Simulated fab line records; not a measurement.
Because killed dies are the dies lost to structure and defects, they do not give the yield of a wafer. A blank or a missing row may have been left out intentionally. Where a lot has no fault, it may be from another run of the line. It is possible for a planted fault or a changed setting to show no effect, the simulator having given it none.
Struck lot and sound lot, side by side / flow sfqLine / 42 steps out of a route of 325
Sound: wafers L736.2, L736.3, L736.5. Struck: wafers L744.3, L744.5 (left out: L744.1, a lot-mate that was not struck); the cause follows at the end.
Each step with rows lists, per side, the tool, then ch with its chambers, then its first start. Under that, the readings that differ: sound wafers / struck wafers / difference of the means / sigmas: that difference in standard deviations of wafers without a fault.
alike: same words and numbers on both sides, and readings whose means sit less than 2 such deviations apart. not compared: any withheld reading, any reading some wafer has no value for, any bound like >300 that may hide the same value, and any number with overlapping values for which the record gives no deviation.
A row with sigmas, a row that says differs or no value, or rows on one side alone: a step with any of these is where the two part. Numbers that don't overlap but have no deviation are shown without sigmas and don't part them. Lack of a reading on every wafer of one side parts them only where that side has two or more wafers.

first, 6 steps without rows for these wafers: SFQ_TRILAYER_M1_LITHO_COAT_044 (resist thk 62 nm); SFQ_TRILAYER_M1_LITHO_COAT_039 (resist thk 600 nm); SFQ_TRILAYER_M1_LITHO_SOFTBAKE_043; SFQ_TRILAYER_M1_LITHO_EXPOSE_040 (exposes mask M1, target cd 500 nm); SFQ_TRILAYER_M1_LITHO_PEB_042 (peb time 60 s); SFQ_TRILAYER_M1_LITHO_DEVELOP_041 (time 60 s).
SFQ_M1_OVL_MEAS_911:
  sound: overlay-01 at day 18 19:20; struck: overlay-01 at day 19 16:17
  alike: M1_OVL
then, 2 steps without rows for these wafers: SFQ_TRILAYER_M1_BARC_OPEN_METAL_ETCH_054 (etches BARC in O2, target depth 125 nm, time 41.7 s); SFQ_TRILAYER_M1_ETCH_METAL_ETCH_042 (etches Nb in Cl2/Ar, stops on SiO2, target depth 240 nm, time 120 s).
SFQ_TRILAYER_M1_STRIP_STRIP_043: strips in O2.
  sound on rieMetal-01 ch 0,1, day 18 19:32; struck on rieMetal-01 ch 0, day 19 16:31
  alike: drypumpMotorCurrentA, oesProductAu, platenTempC
  not compared: rfHoursCounterH
then, 1 step without rows for these wafers: SFQ_TRILAYER_M1_STRIP_SOLV_CLEAN_044 (cleans in NMP, time 600 s).
SFQ_TRILAYER_I1_DEP_PECVD_045: deposits SiO2 from SiH4/N2O, time 111.11 s, target thk 500 nm.
  sound on pecvd-01 ch 0,1,2, day 18 20:20; struck on pecvd-04 ch 0,2, day 19 17:17
  alike: heaterPowerW, throttleValvePct
SFQ_TRILAYER_I1_CMP_CMP_046: polishes SiO2.
  sound on cmp-02 ch 1,2, day 18 20:59; struck on cmp-01 ch 2,3, day 19 18:52
reading=timeToEndpointS (s); sound=210 222 229; struck=270 274; difference=+52; sigmas=+6
reading=model.SiO2_of_TRILAYER_I1_DEP_PECVD_045.thkNm (nm); sound=200.7 200.9 200.4; struck=299.5 302.8; difference=+100.5; sigmas=
  alike: motorCurrentA
SFQ_I1_BOW_MEAS_912:
  sound: filmMetro-02 at day 19 00:01; struck: filmMetro-02 at day 19 21:41
reading=I1_BOW (um); sound=0 6 1; struck=- -; difference=no value on the struck wafers; sigmas=
SFQ_TRILAYER_I1_METRO_MEASURE_047:
  sound: filmMetro-02 at day 19 00:19; struck: filmMetro-02 at day 20 01:42
reading=thkNm (nm); sound=200.6 201.0 200.4; struck=299.4 302.8; difference=+100.4; sigmas=+91
then, 6 steps without rows for these wafers: SFQ_TRILAYER_I1_VIA_LITHO_COAT_054 (resist thk 62 nm); SFQ_TRILAYER_I1_VIA_LITHO_COAT_049 (resist thk 650 nm); SFQ_TRILAYER_I1_VIA_LITHO_SOFTBAKE_053; SFQ_TRILAYER_I1_VIA_LITHO_EXPOSE_050 (exposes mask I1, target cd 500 nm); SFQ_TRILAYER_I1_VIA_LITHO_PEB_052 (peb time 60 s); SFQ_TRILAYER_I1_VIA_LITHO_DEVELOP_051 (time 60 s).
-- the record jumps here: 6 days lie between the struck wafers' starts before and after --
SFQ_I1_OVL_MEAS_913:
  sound: overlay-02 at day 25 03:11; struck: overlay-02 at day 25 21:11
  alike: I1_OVL
then, 1 step without rows for these wafers: SFQ_TRILAYER_I1_VIA_BARC_OPEN_VIA_ETCH_071 (etches BARC in O2, target depth 125 nm, time 41.7 s).
SFQ_TRILAYER_I1_VIA_ETCH_VIA_ETCH_052: etches SiO2 in CHF3, stops on Nb, target depth 260 nm.
  sound on rieDiel-04 ch 0,1,2, day 25 03:16; struck on rieDiel-03 ch 0,3, day 25 21:16
reading=biasW (W); sound=79.53 79.33 80.04; struck=80.37 80.01; difference=+0.56; sigmas=+2
reading=oesProductAu (a.u.); sound=0.858 0.852 0.855; struck=0.997 1.006; difference=+0.147; sigmas=+25
reading=model.etch.depthNm (nm); sound=200.7 200.9 200.4; struck=259.4 256.7; difference=+57.4; sigmas=
reading=model.I1.featureDepthNm (nm); sound=200.7 200.9 200.4; struck=259.4 256.7; difference=+57.4; sigmas=
  alike: drypumpMotorCurrentA
SFQ_TRILAYER_I1_VIA_STRIP_STRIP_053: strips in O2.
  sound on rieMetal-02 ch 0,1, day 25 03:23; struck on rieMetal-02 ch 1, day 25 21:23
reading=platenTempC (C); sound=39.88 40.09 39.98; struck=40.18 40.32; difference=+0.27; sigmas=+2
  alike: drypumpMotorCurrentA, oesProductAu
  not compared: rfHoursCounterH
then, 1 step without rows for these wafers: SFQ_TRILAYER_I1_VIA_STRIP_SOLV_CLEAN_054 (cleans in NMP, time 600 s).
SFQ_TRILAYER_M2_DEP_PRE_CLEAN_056: time 22.5 s.
  sound: pvdSputter-03 at day 25 04:09; struck: pvdSputter-04 at day 25 22:09
reading=model.SiO2_of_TRILAYER_I1_DEP_PECVD_045.thkNm (nm); sound=193.2 193.4 192.9; struck=292 295.3; difference=+100; sigmas=
then, 1 step without rows for these wafers: SFQ_TRILAYER_M2_DEP_SPUTTER_055 (material Nb, target thk 200 nm, time 133.3 s).
SFQ_M2_RS_MEAS_914: uses a four-point probe to measure.
  sound: filmMetro-03 at day 25 04:17; struck: filmMetro-02 at day 25 22:16
  alike: M2_NB_RS
then, 6 steps without rows for these wafers: SFQ_TRILAYER_M2_LITHO_COAT_062 (resist thk 62 nm); SFQ_TRILAYER_M2_LITHO_COAT_057 (resist thk 600 nm); SFQ_TRILAYER_M2_LITHO_SOFTBAKE_061; SFQ_TRILAYER_M2_LITHO_EXPOSE_058 (exposes mask M2, target cd 500 nm); SFQ_TRILAYER_M2_LITHO_PEB_060 (peb time 60 s); SFQ_TRILAYER_M2_LITHO_DEVELOP_059 (time 60 s).
-- the record jumps here: 7 days lie between the struck wafers' starts before and after --
SFQ_M2_OVL_MEAS_916:
  sound: overlay-01 at day 32 10:55; struck: overlay-01 at day 33 06:29
reading=M2_OVL (nm); sound=11 13 14; struck=-3 0; difference=-14; sigmas=-3
then, 1 step without rows for these wafers: SFQ_TRILAYER_M2_BARC_OPEN_METAL_ETCH_077 (etches BARC in O2, target depth 125 nm, time 41.7 s).
SFQ_TRILAYER_M2_ETCH_METAL_ETCH_060: etches Nb in Cl2/Ar, stops on SiO2, target depth 240 nm, time 120 s.
  sound on rieMetal-04 ch 0,1, day 32 11:00; struck on rieMetal-03 ch 0,1, day 33 06:35
  alike: biasW, drypumpMotorCurrentA, oesProductAu
  not compared: rfHoursCounterH
then, 2 steps without rows for these wafers: SFQ_TRILAYER_M2_STRIP_STRIP_061 (strips in O2); SFQ_TRILAYER_M2_STRIP_SOLV_CLEAN_062 (cleans in NMP, time 600 s).
SFQ_TRILAYER_I2_DEP_PECVD_063: deposits SiO2 from SiH4/N2O, time 111.11 s, target thk 500 nm.
  sound on pecvd-02 ch 0,2, day 32 11:54; struck on pecvd-01 ch 1, day 33 07:29
reading=throttleValvePct (%); sound=25.6 24.7 25.5; struck=22.4 22.4; difference=-2.9; sigmas=-2
  alike: heaterPowerW
-- the record jumps here: 56 days lie between the struck wafers' starts before and after --
SFQ_M8_BOW_MEAS_951:
  sound: filmMetro-03 at day 85 03:10; struck: filmMetro-03 at day 89 13:09
reading=model.etest.i1.linkOhm; sound=1.974 1.968 1.976; struck=1e+06 1e+06; difference=+1e+06; sigmas=
  alike: M8_BOW

WHERE THEY PART
First at SFQ_TRILAYER_I1_CMP_CMP_046; last, within this record, at SFQ_TRILAYER_I2_DEP_PECVD_063. Later steps at which nothing parts them and some readings are alike: SFQ_M8_BOW_MEAS_951.

WHY: the cause the simulator had injected
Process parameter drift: cmp-01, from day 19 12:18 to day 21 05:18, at SFQ_TRILAYER_I1_CMP_CMP_046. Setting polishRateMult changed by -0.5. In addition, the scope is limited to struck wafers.
